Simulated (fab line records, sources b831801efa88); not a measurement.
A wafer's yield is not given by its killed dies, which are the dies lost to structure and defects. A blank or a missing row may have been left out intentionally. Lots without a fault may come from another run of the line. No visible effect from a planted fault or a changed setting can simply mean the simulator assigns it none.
What tool caused it? || flow gf180mcu || 72 wafers from 24 lots sampled at 6 of the route's 602 steps

## WHAT THE GAUGES READ, wafer by wafer
GF_M3_OVL_MEAS_15. Usual: for M3_OVL the level is 2 nm and the standard deviation is 6.9.
{"lot": "L074", "measured": "day 21 04:52", "on": "overlay-02", "M3_OVL (nm)": "14 6 6", "flag": ""}
{"lot": "L075", "measured": "day 21 17:50", "on": "overlay-02", "M3_OVL (nm)": "6 -18 1", "flag": ""}
{"lot": "L076", "measured": "day 22 02:23", "on": "overlay-02", "M3_OVL (nm)": "0 -2 6", "flag": ""}
{"lot": "L077", "measured": "day 22 11:17", "on": "overlay-02", "M3_OVL (nm)": "-6 -7 -2", "flag": ""}
{"lot": "L078", "measured": "day 23 07:36", "on": "overlay-02", "M3_OVL (nm)": "-4 2 2", "flag": ""}
{"lot": "L079", "measured": "day 23 13:08", "on": "overlay-02", "M3_OVL (nm)": "7 9 1", "flag": ""}
{"lot": "L080", "measured": "day 24 04:30", "on": "overlay-02", "M3_OVL (nm)": "18 1 8", "flag": ""}
{"lot": "L081", "measured": "day 24 10:05", "on": "overlay-02", "M3_OVL (nm)": "-1 2 4", "flag": ""}
{"lot": "L082", "measured": "day 24 11:22", "on": "overlay-02", "M3_OVL (nm)": "1 -4 2", "flag": ""}
{"lot": "L083", "measured": "day 24 18:55", "on": "overlay-02", "M3_OVL (nm)": "6 -3 2", "flag": ""}
{"lot": "L084", "measured": "day 25 01:11", "on": "overlay-02", "M3_OVL (nm)": "-1 4 -7", "flag": ""}
{"lot": "L085", "measured": "day 25 13:29", "on": "overlay-02", "M3_OVL (nm)": "-4 0 -1", "flag": ""}
{"lot": "L086", "measured": "day 25 19:17", "on": "overlay-02", "M3_OVL (nm)": "-3 1 -10", "flag": ""}
{"lot": "L087", "measured": "day 26 00:24", "on": "overlay-02", "M3_OVL (nm)": "6 9 -2", "flag": ""}
{"lot": "L088", "measured": "day 26 12:56", "on": "overlay-02", "M3_OVL (nm)": "5 4 0", "flag": ""}
{"lot": "L089", "measured": "day 27 01:54", "on": "overlay-02", "M3_OVL (nm)": "-5 -6 -3", "flag": ""}
{"lot": "L090", "measured": "day 27 02:14", "on": "overlay-02", "M3_OVL (nm)": "-5 1 -8", "flag": ""}
{"lot": "L091", "measured": "day 27 06:56", "on": "overlay-02", "M3_OVL (nm)": "2 5 8", "flag": ""}
{"lot": "L092", "measured": "day 27 14:14", "on": "overlay-02", "M3_OVL (nm)": "5 13 12", "flag": ""}
{"lot": "L093", "measured": "day 27 22:44", "on": "overlay-02", "M3_OVL (nm)": "11 8 11", "flag": ""}
{"lot": "L094", "measured": "day 28 01:14", "on": "overlay-02", "M3_OVL (nm)": "3 -6 6", "flag": ""}
{"lot": "L095", "measured": "day 28 07:50", "on": "overlay-02", "M3_OVL (nm)": "12 4 10", "flag": ""}
{"lot": "L096", "measured": "day 28 13:17", "on": "overlay-02", "M3_OVL (nm)": "6 10 12", "flag": ""}
{"lot": "L097", "measured": "day 28 18:23", "on": "overlay-01", "M3_OVL (nm)": "-3 -1 -8", "flag": ""}

GF_M4_THK_MEAS_06: measures by xrf. Usual: for M4_ALCU_THK the level is 449 nm and the standard deviation is 5.5.
{"lot": "L074", "measured": "day 22 07:40", "on": "film-metro-01", "M4_ALCU_THK (nm)": "453 451 450", "flag": ""}
{"lot": "L075", "measured": "day 22 20:42", "on": "film-metro-04", "M4_ALCU_THK (nm)": "448 444 453", "flag": ""}
{"lot": "L076", "measured": "day 23 05:00", "on": "film-metro-01", "M4_ALCU_THK (nm)": "445 442 446", "flag": ""}
{"lot": "L077", "measured": "day 23 13:34", "on": "film-metro-01", "M4_ALCU_THK (nm)": "448 448 446", "flag": ""}
{"lot": "L078", "measured": "day 24 09:26", "on": "film-metro-04", "M4_ALCU_THK (nm)": "442 443 447", "flag": ""}
{"lot": "L079", "measured": "day 24 14:53", "on": "film-metro-01", "M4_ALCU_THK (nm)": "451 443 438", "flag": ""}
{"lot": "L080", "measured": "day 25 06:32", "on": "film-metro-04", "M4_ALCU_THK (nm)": "444 452 445", "flag": ""}
{"lot": "L081", "measured": "day 25 10:18", "on": "film-metro-04", "M4_ALCU_THK (nm)": "447 449 441", "flag": ""}
{"lot": "L082", "measured": "day 25 12:26", "on": "film-metro-03", "M4_ALCU_THK (nm)": "447 461 453", "flag": ""}
{"lot": "L083", "measured": "day 25 19:31", "on": "film-metro-04", "M4_ALCU_THK (nm)": "452 457 452", "flag": ""}
{"lot": "L084", "measured": "day 26 01:17", "on": "film-metro-01", "M4_ALCU_THK (nm)": "456 454 454", "flag": ""}
{"lot": "L085", "measured": "day 26 14:05", "on": "film-metro-01", "M4_ALCU_THK (nm)": "447 450 443", "flag": ""}
{"lot": "L086", "measured": "day 26 19:55", "on": "film-metro-04", "M4_ALCU_THK (nm)": "448 456 459", "flag": ""}
{"lot": "L087", "measured": "day 27 00:13", "on": "film-metro-01", "M4_ALCU_THK (nm)": "450 458 449", "flag": ""}
{"lot": "L088", "measured": "day 27 12:55", "on": "film-metro-01", "M4_ALCU_THK (nm)": "442 439 441", "flag": ""}
{"lot": "L089", "measured": "day 28 01:08", "on": "film-metro-03", "M4_ALCU_THK (nm)": "458 457 454", "flag": ""}
{"lot": "L090", "measured": "day 28 01:44", "on": "film-metro-04", "M4_ALCU_THK (nm)": "442 447 445", "flag": ""}
{"lot": "L091", "measured": "day 28 06:43", "on": "film-metro-01", "M4_ALCU_THK (nm)": "448 449 451", "flag": ""}
{"lot": "L092", "measured": "day 28 12:53", "on": "film-metro-01", "M4_ALCU_THK (nm)": "449 450 448", "flag": ""}
{"lot": "L093", "measured": "day 28 20:31", "on": "film-metro-04", "M4_ALCU_THK (nm)": "443 450 449", "flag": ""}
{"lot": "L094", "measured": "day 29 00:43", "on": "film-metro-01", "M4_ALCU_THK (nm)": "455 454 453", "flag": ""}
{"lot": "L095", "measured": "day 29 06:28", "on": "film-metro-04", "M4_ALCU_THK (nm)": "446 442 452", "flag": ""}
{"lot": "L096", "measured": "day 29 11:10", "on": "film-metro-01", "M4_ALCU_THK (nm)": "441 446 450", "flag": ""}
{"lot": "L097", "measured": "day 29 16:42", "on": "film-metro-01", "M4_ALCU_THK (nm)": "459 456 461", "flag": ""}

GF_M4_CD_MEAS_14: the cd target is 280 nm. Usual: cd-nm reads 280.0 nm (standard deviation 1.1).
{"lot": "L074", "measured": "day 23 06:29", "on": "cd-sem-02", "cd-nm (nm)": "278.7 279.4 278.3", "flag": ""}
{"lot": "L075", "measured": "day 23 19:26", "on": "cd-sem-02", "cd-nm (nm)": "280.3 280.3 280.8", "flag": ""}
{"lot": "L076", "measured": "day 24 03:12", "on": "cd-sem-02", "cd-nm (nm)": "280.4 280.3 280.3", "flag": ""}
{"lot": "L077", "measured": "day 24 11:45", "on": "cd-sem-01", "cd-nm (nm)": "280.5 280.8 281.2", "flag": ""}
{"lot": "L078", "measured": "day 25 06:46", "on": "cd-sem-02", "cd-nm (nm)": "280.4 279.7 279.5", "flag": ""}
{"lot": "L079", "measured": "day 25 12:41", "on": "cd-sem-01", "cd-nm (nm)": "280.8 282.2 280.4", "flag": ""}
{"lot": "L080", "measured": "day 26 03:48", "on": "cd-sem-01", "cd-nm (nm)": "278.7 277.7 278.5", "flag": ""}
{"lot": "L081", "measured": "day 26 06:47", "on": "cd-sem-02", "cd-nm (nm)": "280.2 279.7 279.3", "flag": ""}
{"lot": "L082", "measured": "day 26 09:13", "on": "cd-sem-01", "cd-nm (nm)": "279.3 279.3 280.6", "flag": ""}
{"lot": "L083", "measured": "day 26 16:17", "on": "cd-sem-02", "cd-nm (nm)": "281.2 280.8 281.8", "flag": ""}
{"lot": "L084", "measured": "day 26 21:52", "on": "cd-sem-02", "cd-nm (nm)": "279.0 279.7 279.1", "flag": ""}
{"lot": "L085", "measured": "day 27 10:34", "on": "cd-sem-01", "cd-nm (nm)": "277.6 279.6 279.2", "flag": ""}
{"lot": "L086", "measured": "day 27 15:30", "on": "cd-sem-01", "cd-nm (nm)": "282.1 282.3 281.5", "flag": ""}
{"lot": "L087", "measured": "day 27 20:52", "on": "cd-sem-01", "cd-nm (nm)": "277.8 277.8 278.5", "flag": ""}
{"lot": "L088", "measured": "day 28 08:38", "on": "cd-sem-01", "cd-nm (nm)": "280.0 279.8 279.7", "flag": ""}
{"lot": "L089", "measured": "day 28 20:20", "on": "cd-sem-02", "cd-nm (nm)": "280.3 279.8 280.1", "flag": ""}
{"lot": "L090", "measured": "day 28 20:40", "on": "cd-sem-01", "cd-nm (nm)": "278.6 280.6 279.0", "flag": ""}
{"lot": "L091", "measured": "day 29 01:31", "on": "cd-sem-02", "cd-nm (nm)": "281.2 280.9 280.9", "flag": ""}
{"lot": "L092", "measured": "day 29 07:43", "on": "cd-sem-02", "cd-nm (nm)": "278.0 279.1 279.2", "flag": ""}
{"lot": "L093", "measured": "day 29 15:03", "on": "cd-sem-02", "cd-nm (nm)": "279.9 280.5 280.5", "flag": ""}
{"lot": "L094", "measured": "day 29 19:29", "on": "cd-sem-01", "cd-nm (nm)": "280.1 279.8 279.8", "flag": ""}
{"lot": "L095", "measured": "day 30 01:08", "on": "cd-sem-02", "cd-nm (nm)": "280.0 281.2 280.4", "flag": ""}
{"lot": "L096", "measured": "day 30 05:34", "on": "cd-sem-01", "cd-nm (nm)": "282.3 282.8 282.5", "flag": ""}
{"lot": "L097", "measured": "day 30 11:18", "on": "cd-sem-02", "cd-nm (nm)": "280.1 279.4 278.9", "flag": ""}

## EACH LOT AND THE TOOL THAT RAN IT (in order: tool; ch and the chambers of the sampled wafers; start)
{"lot": "L074", "GF_V2_CMP_04": "cmp-01 ch 0,1,3, day 19 03:31", "GF_M3_SPUTTER_03": "pvd-sputter-03, day 20 05:19", "GF_V3_SPUTTER_22": "pvd-sputter-01, day 22 06:40"}
{"lot": "L075", "GF_V2_CMP_04": "cmp-02 ch 1,3, day 19 15:43", "GF_M3_SPUTTER_03": "pvd-sputter-01, day 20 17:33", "GF_V3_SPUTTER_22": "pvd-sputter-01, day 22 19:42"}
{"lot": "L076", "GF_V2_CMP_04": "cmp-01 ch 0,1,3, day 19 23:35", "GF_M3_SPUTTER_03": "pvd-sputter-02, day 21 02:13", "GF_V3_SPUTTER_22": "pvd-sputter-01, day 23 04:02"}
{"lot": "L077", "GF_V2_CMP_04": "cmp-01 ch 0,1,2, day 20 09:25", "GF_M3_SPUTTER_03": "pvd-sputter-01, day 21 11:20", "GF_V3_SPUTTER_22": "pvd-sputter-04, day 23 12:35"}
{"lot": "L078", "GF_V2_CMP_04": "cmp-02 ch 0,1,2, day 21 06:31", "GF_M3_SPUTTER_03": "pvd-sputter-02, day 22 08:22", "GF_V3_SPUTTER_22": "pvd-sputter-04, day 24 08:28"}
{"lot": "L079", "GF_V2_CMP_04": "cmp-02 ch 0,1, day 21 12:41", "GF_M3_SPUTTER_03": "pvd-sputter-02, day 22 14:16", "GF_V3_SPUTTER_22": "pvd-sputter-01, day 24 13:46"}
{"lot": "L080", "GF_V2_CMP_04": "cmp-02 ch 1,2,3, day 22 01:27", "GF_M3_SPUTTER_03": "pvd-sputter-02, day 23 02:44", "GF_V3_SPUTTER_22": "pvd-sputter-01, day 25 05:34"}
{"lot": "L081", "GF_V2_CMP_04": "cmp-01 ch 1,2,3, day 22 09:21", "GF_M3_SPUTTER_03": "pvd-sputter-01, day 23 11:25", "GF_V3_SPUTTER_22": "pvd-sputter-01, day 25 09:18"}
{"lot": "L082", "GF_V2_CMP_04": "cmp-01 ch 1,2,3, day 22 11:36", "GF_M3_SPUTTER_03": "pvd-sputter-01, day 23 12:32", "GF_V3_SPUTTER_22": "pvd-sputter-01, day 25 11:28"}
{"lot": "L083", "GF_V2_CMP_04": "cmp-01 ch 1,2,3, day 22 19:41", "GF_M3_SPUTTER_03": "pvd-sputter-03, day 23 20:15", "GF_V3_SPUTTER_22": "pvd-sputter-01, day 25 18:20"}
{"lot": "L084", "GF_V2_CMP_04": "cmp-02 ch 1,2, day 23 01:46", "GF_M3_SPUTTER_03": "pvd-sputter-01, day 24 04:02", "GF_V3_SPUTTER_22": "pvd-sputter-02, day 26 00:17"}
{"lot": "L085", "GF_V2_CMP_04": "cmp-01 ch 0,1,2, day 23 15:34", "GF_M3_SPUTTER_03": "pvd-sputter-01, day 24 15:31", "GF_V3_SPUTTER_22": "pvd-sputter-04, day 26 13:07"}
{"lot": "L086", "GF_V2_CMP_04": "cmp-01 ch 1,2,3, day 23 21:19", "GF_M3_SPUTTER_03": "pvd-sputter-02, day 24 22:00", "GF_V3_SPUTTER_22": "pvd-sputter-02, day 26 18:56"}
{"lot": "L087", "GF_V2_CMP_04": "cmp-01 ch 1,2,3, day 24 04:08", "GF_M3_SPUTTER_03": "pvd-sputter-02, day 25 03:50", "GF_V3_SPUTTER_22": "pvd-sputter-02, day 26 23:14"}
{"lot": "L088", "GF_V2_CMP_04": "cmp-02 ch 2,3, day 24 16:11", "GF_M3_SPUTTER_03": "pvd-sputter-02, day 25 15:31", "GF_V3_SPUTTER_22": "pvd-sputter-04, day 27 11:55"}
{"lot": "L089", "GF_V2_CMP_04": "cmp-01 ch 0,1,2, day 25 05:31", "GF_M3_SPUTTER_03": "pvd-sputter-01, day 26 05:24", "GF_V3_SPUTTER_22": "pvd-sputter-04, day 28 00:09"}
{"lot": "L090", "GF_V2_CMP_04": "cmp-02 ch 0,3, day 25 05:53", "GF_M3_SPUTTER_03": "pvd-sputter-03, day 26 06:00", "GF_V3_SPUTTER_22": "pvd-sputter-01, day 28 00:36"}
{"lot": "L091", "GF_V2_CMP_04": "cmp-01 ch 0,3, day 25 12:17", "GF_M3_SPUTTER_03": "pvd-sputter-02, day 26 11:14", "GF_V3_SPUTTER_22": "pvd-sputter-01, day 28 05:43"}
{"lot": "L092", "GF_V2_CMP_04": "cmp-01 ch 0,1,3, day 25 18:16", "GF_M3_SPUTTER_03": "pvd-sputter-01, day 26 17:37", "GF_V3_SPUTTER_22": "pvd-sputter-04, day 28 11:55"}
{"lot": "L093", "GF_V2_CMP_04": "cmp-02 ch 0,1,2, day 26 03:01", "GF_M3_SPUTTER_03": "pvd-sputter-02, day 27 01:56", "GF_V3_SPUTTER_22": "pvd-sputter-04, day 28 19:32"}
{"lot": "L094", "GF_V2_CMP_04": "cmp-01 ch 0,1,2, day 26 07:16", "GF_M3_SPUTTER_03": "pvd-sputter-03, day 27 05:40", "GF_V3_SPUTTER_22": "pvd-sputter-01, day 28 23:40"}
{"lot": "L095", "GF_V2_CMP_04": "cmp-02 ch 0,1,2, day 26 13:31", "GF_M3_SPUTTER_03": "pvd-sputter-03, day 27 12:04", "GF_V3_SPUTTER_22": "pvd-sputter-04, day 29 05:29"}
{"lot": "L096", "GF_V2_CMP_04": "cmp-02 ch 0,1,2, day 26 18:24", "GF_M3_SPUTTER_03": "pvd-sputter-02, day 27 16:47", "GF_V3_SPUTTER_22": "pvd-sputter-01, day 29 10:11"}
{"lot": "L097", "GF_V2_CMP_04": "cmp-01 ch 0,2,3, day 27 01:49", "GF_M3_SPUTTER_03": "pvd-sputter-02, day 27 23:35", "GF_V3_SPUTTER_22": "pvd-sputter-01, day 29 15:44"}
- GF_V2_CMP_04: polishes SiO2.
- GF_M3_SPUTTER_03: material Ti, target thk 10 nm, time 6.7 s.
- GF_V3_SPUTTER_22: material TiN, target thk 10 nm, time 40 s.

## WHAT THE TOOLS THEMSELVES READ (means of the sampled wafers that have a number; where no wafer has one, the mark that the record gives instead)
GF_V2_CMP_04. Usual: motor-current-A 12.5 A, standard deviation 1.5; time-to-endpoint-s 80 s, standard deviation 4.8.
{"lot": "L074", "tool": "cmp-01", "motor-current-A (A)": 12.7, "time-to-endpoint-s (s)": 81, "flag": ""}
{"lot": "L075", "tool": "cmp-02", "motor-current-A (A)": 12.0, "time-to-endpoint-s (s)": 81, "flag": ""}
{"lot": "L076", "tool": "cmp-01", "motor-current-A (A)": 13.0, "time-to-endpoint-s (s)": 83, "flag": ""}
{"lot": "L077", "tool": "cmp-01", "motor-current-A (A)": 13.0, "time-to-endpoint-s (s)": 82, "flag": ""}
{"lot": "L078", "tool": "cmp-02", "motor-current-A (A)": 12.5, "time-to-endpoint-s (s)": 76, "flag": ""}
{"lot": "L079", "tool": "cmp-02", "motor-current-A (A)": 11.4, "time-to-endpoint-s (s)": 80, "flag": ""}
{"lot": "L080", "tool": "cmp-02", "motor-current-A (A)": 12.8, "time-to-endpoint-s (s)": 80, "flag": ""}
{"lot": "L081", "tool": "cmp-01", "motor-current-A (A)": 11.8, "time-to-endpoint-s (s)": 84, "flag": ""}
{"lot": "L082", "tool": "cmp-01", "motor-current-A (A)": 11.7, "time-to-endpoint-s (s)": 77, "flag": ""}
{"lot": "L083", "tool": "cmp-01", "motor-current-A (A)": 11.8, "time-to-endpoint-s (s)": 81, "flag": ""}
{"lot": "L084", "tool": "cmp-02", "motor-current-A (A)": 14.2, "time-to-endpoint-s (s)": 79, "flag": ""}
{"lot": "L085", "tool": "cmp-01", "motor-current-A (A)": 12.7, "time-to-endpoint-s (s)": 85, "flag": ""}
{"lot": "L086", "tool": "cmp-01", "motor-current-A (A)": 12.1, "time-to-endpoint-s (s)": 82, "flag": ""}
{"lot": "L087", "tool": "cmp-01", "motor-current-A (A)": 11.7, "time-to-endpoint-s (s)": 78, "flag": ""}
{"lot": "L088", "tool": "cmp-02", "motor-current-A (A)": 13.6, "time-to-endpoint-s (s)": 85, "flag": ""}
{"lot": "L089", "tool": "cmp-01", "motor-current-A (A)": 13.0, "time-to-endpoint-s (s)": 83, "flag": ""}
{"lot": "L090", "tool": "cmp-02", "motor-current-A (A)": 12.0, "time-to-endpoint-s (s)": 79, "flag": ""}
{"lot": "L091", "tool": "cmp-01", "motor-current-A (A)": 11.9, "time-to-endpoint-s (s)": 80, "flag": ""}
{"lot": "L092", "tool": "cmp-01", "motor-current-A (A)": 12.8, "time-to-endpoint-s (s)": 81, "flag": ""}
{"lot": "L093", "tool": "cmp-02", "motor-current-A (A)": 12.7, "time-to-endpoint-s (s)": 82, "flag": ""}
{"lot": "L094", "tool": "cmp-01", "motor-current-A (A)": 13.1, "time-to-endpoint-s (s)": 75, "flag": ""}
{"lot": "L095", "tool": "cmp-02", "motor-current-A (A)": 12.8, "time-to-endpoint-s (s)": 73, "flag": ""}
{"lot": "L096", "tool": "cmp-02", "motor-current-A (A)": 12.2, "time-to-endpoint-s (s)": 78, "flag": ""}
{"lot": "L097", "tool": "cmp-01", "motor-current-A (A)": 12.2, "time-to-endpoint-s (s)": 80, "flag": ""}

GF_M3_SPUTTER_03. Usual: throttle-valve-pct reads 30.0 % (standard deviation 0.75).
{"lot": "L074", "tool": "pvd-sputter-03", "throttle-valve-pct (%)": 30.3, "flag": ""}
{"lot": "L075", "tool": "pvd-sputter-01", "throttle-valve-pct (%)": 30.1, "flag": ""}
{"lot": "L076", "tool": "pvd-sputter-02", "throttle-valve-pct (%)": 29.3, "flag": ""}
{"lot": "L077", "tool": "pvd-sputter-01", "throttle-valve-pct (%)": 29.8, "flag": ""}
{"lot": "L078", "tool": "pvd-sputter-02", "throttle-valve-pct (%)": 29.9, "flag": ""}
{"lot": "L079", "tool": "pvd-sputter-02", "throttle-valve-pct (%)": 30.2, "flag": ""}
{"lot": "L080", "tool": "pvd-sputter-02", "throttle-valve-pct (%)": 29.7, "flag": ""}
{"lot": "L081", "tool": "pvd-sputter-01", "throttle-valve-pct (%)": 30.3, "flag": ""}
{"lot": "L082", "tool": "pvd-sputter-01", "throttle-valve-pct (%)": 30.1, "flag": ""}
{"lot": "L083", "tool": "pvd-sputter-03", "throttle-valve-pct (%)": 29.8, "flag": ""}
{"lot": "L084", "tool": "pvd-sputter-01", "throttle-valve-pct (%)": 30.5, "flag": ""}
{"lot": "L085", "tool": "pvd-sputter-01", "throttle-valve-pct (%)": 30.7, "flag": ""}
{"lot": "L086", "tool": "pvd-sputter-02", "throttle-valve-pct (%)": 29.7, "flag": ""}
{"lot": "L087", "tool": "pvd-sputter-02", "throttle-valve-pct (%)": 29.8, "flag": ""}
{"lot": "L088", "tool": "pvd-sputter-02", "throttle-valve-pct (%)": 29.3, "flag": ""}
{"lot": "L089", "tool": "pvd-sputter-01", "throttle-valve-pct (%)": 30.5, "flag": ""}
{"lot": "L090", "tool": "pvd-sputter-03", "throttle-valve-pct (%)": 29.7, "flag": ""}
{"lot": "L091", "tool": "pvd-sputter-02", "throttle-valve-pct (%)": 29.2, "flag": ""}
{"lot": "L092", "tool": "pvd-sputter-01", "throttle-valve-pct (%)": 30.7, "flag": ""}
{"lot": "L093", "tool": "pvd-sputter-02", "throttle-valve-pct (%)": 29.9, "flag": ""}
{"lot": "L094", "tool": "pvd-sputter-03", "throttle-valve-pct (%)": 30.1, "flag": ""}
{"lot": "L095", "tool": "pvd-sputter-03", "throttle-valve-pct (%)": 30.3, "flag": ""}
{"lot": "L096", "tool": "pvd-sputter-02", "throttle-valve-pct (%)": 30.1, "flag": ""}
{"lot": "L097", "tool": "pvd-sputter-02", "throttle-valve-pct (%)": 29.6, "flag": ""}

GF_V3_SPUTTER_22. Usual: throttle-valve-pct reads 30.3 % (standard deviation 0.82).
{"lot": "L074", "tool": "pvd-sputter-01", "throttle-valve-pct (%)": 30.0, "flag": ""}
{"lot": "L075", "tool": "pvd-sputter-01", "throttle-valve-pct (%)": 30.1, "flag": ""}
{"lot": "L076", "tool": "pvd-sputter-01", "throttle-valve-pct (%)": 30.1, "flag": ""}
{"lot": "L077", "tool": "pvd-sputter-04", "throttle-valve-pct (%)": 30.7, "flag": ""}
{"lot": "L078", "tool": "pvd-sputter-04", "throttle-valve-pct (%)": 30.7, "flag": ""}
{"lot": "L079", "tool": "pvd-sputter-01", "throttle-valve-pct (%)": 30.2, "flag": ""}
{"lot": "L080", "tool": "pvd-sputter-01", "throttle-valve-pct (%)": 30.1, "flag": ""}
{"lot": "L081", "tool": "pvd-sputter-01", "throttle-valve-pct (%)": 30.1, "flag": ""}
{"lot": "L082", "tool": "pvd-sputter-01", "throttle-valve-pct (%)": 30.7, "flag": ""}
{"lot": "L083", "tool": "pvd-sputter-01", "throttle-valve-pct (%)": 29.8, "flag": ""}
{"lot": "L084", "tool": "pvd-sputter-02", "throttle-valve-pct (%)": 29.7, "flag": ""}
{"lot": "L085", "tool": "pvd-sputter-04", "throttle-valve-pct (%)": 30.9, "flag": ""}
{"lot": "L086", "tool": "pvd-sputter-02", "throttle-valve-pct (%)": 29.4, "flag": ""}
{"lot": "L087", "tool": "pvd-sputter-02", "throttle-valve-pct (%)": 30.6, "flag": ""}
{"lot": "L088", "tool": "pvd-sputter-04", "throttle-valve-pct (%)": 30.2, "flag": ""}
{"lot": "L089", "tool": "pvd-sputter-04", "throttle-valve-pct (%)": 30.4, "flag": ""}
{"lot": "L090", "tool": "pvd-sputter-01", "throttle-valve-pct (%)": 29.7, "flag": ""}
{"lot": "L091", "tool": "pvd-sputter-01", "throttle-valve-pct (%)": 30.2, "flag": ""}
{"lot": "L092", "tool": "pvd-sputter-04", "throttle-valve-pct (%)": 30.3, "flag": ""}
{"lot": "L093", "tool": "pvd-sputter-04", "throttle-valve-pct (%)": 30.7, "flag": ""}
{"lot": "L094", "tool": "pvd-sputter-01", "throttle-valve-pct (%)": 30.8, "flag": ""}
{"lot": "L095", "tool": "pvd-sputter-04", "throttle-valve-pct (%)": 30.5, "flag": ""}
{"lot": "L096", "tool": "pvd-sputter-01", "throttle-valve-pct (%)": 30.5, "flag": ""}
{"lot": "L097", "tool": "pvd-sputter-01", "throttle-valve-pct (%)": 30.1, "flag": ""}

## THE ANSWER, worked out from the rows above alone
Rule: a lot counts as off when the mean over its wafers that have a number is more than 3 standard deviations away from the usual mean. Also off: a lot with no number at a reading for which 4 or more lots have one. All remaining lots with rows at the step are treated as sound. The gauges are gone through in route order, then the tools' own readings, and for those a lot's mean is taken as printed above. The first step at which some lot is off is used, and at that step the reading that is off furthest; a lot without a number counts as furthest.
Nothing can be told from this: no lot is off at any reading shown.

## WHAT THE SIMULATOR HAD INSERTED
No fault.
